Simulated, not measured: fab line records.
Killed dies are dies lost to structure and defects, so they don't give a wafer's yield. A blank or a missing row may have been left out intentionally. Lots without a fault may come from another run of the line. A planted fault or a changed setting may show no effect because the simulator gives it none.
Which tool is to blame? :: flow sky130 :: Sampling: 6 lots, 18 wafers, 2 of 708 route steps

## WHAT THE GAUGES SHOWED, per wafer
SKY_FIELD_ISO_THK_MEAS_25.
lot: L792
measured: day 2 14:25
on: film metro-01
FIELD_ISO_CVD_24_THK (nm): 599 598 597

lot: L795
measured: day 3 06:47
on: film metro-04
FIELD_ISO_CVD_24_THK (nm): 592 593 591

lot: L798
measured: day 3 22:14
on: film metro-01
FIELD_ISO_CVD_24_THK (nm): 598 602 598

lot: L801
measured: day 4 10:46
on: film metro-01
FIELD_ISO_CVD_24_THK (nm): 375 387 374

lot: L803
measured: day 4 23:58
on: film metro-02
FIELD_ISO_CVD_24_THK (nm): 586 593 593

lot: L805
measured: day 5 08:59
on: film metro-01
FIELD_ISO_CVD_24_THK (nm): 583 588 585

## WHAT TOOL EACH LOT RAN ON (gives the tool, then ch and the chambers of the sampled wafers, and finally the start)
lot: L792
SKY_FIELD_ISO_CVD_24: hdpcvd-01 ch 0,2, day 2 14:20

lot: L795
SKY_FIELD_ISO_CVD_24: hdpcvd-02 ch 0,1,2, day 3 06:42

lot: L798
SKY_FIELD_ISO_CVD_24: hdpcvd-02 ch 1,2, day 3 22:09

lot: L801
SKY_FIELD_ISO_CVD_24: hdpcvd-02 ch 1,2, day 4 10:40

lot: L803
SKY_FIELD_ISO_CVD_24: hdpcvd-01 ch 1,2, day 4 23:54

lot: L805
SKY_FIELD_ISO_CVD_24: hdpcvd-01 ch 1,2, day 5 08:53
- SKY_FIELD_ISO_CVD_24: deposits SiO2, target thk 595 nm, time 99.2 s.

## THE ANSWER, worked out from the rows above alone
Rule: the lots themselves supply what counts as usual. Put in order of their means at a reading, lots are off if they are a third of the lots or fewer, leave a main group of 4 or more, and stand apart from it by a gap of 3 or more times the standard deviation of the main group's means; of several such gaps the widest counts. A main group whose means are all the same, to the digits that the tables above print for the reading, isn't used. A lot without any number at a reading at which 4 lots or more have one is off too. The other lots that the step has rows for count as sound.
Off: at SKY_FIELD_ISO_THK_MEAS_25 (FIELD_ISO_CVD_24_THK), L801. The main group: mean 593 nm, standard deviation 5.1.
If a tool, at a process step before that reading, ran all the lots that are off and no sound lot after the first of them, it fits. Those tools and the gauges at SKY_FIELD_ISO_THK_MEAS_25 are tried in the same way. One candidate fits, namely hdpcvd-02 at SKY_FIELD_ISO_CVD_24. A fault onset in the window from L798 (day 3 22:09, its last sound lot) to L801 (day 4 10:40, its first lot off) fits.

## WHAT THE SIMULATOR PUT IN
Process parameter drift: hdpcvd-02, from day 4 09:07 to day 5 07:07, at SKY_FIELD_ISO_CVD_24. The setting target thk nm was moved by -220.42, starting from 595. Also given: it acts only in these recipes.
Struck lots among those shown: L801. The rule above found the same.
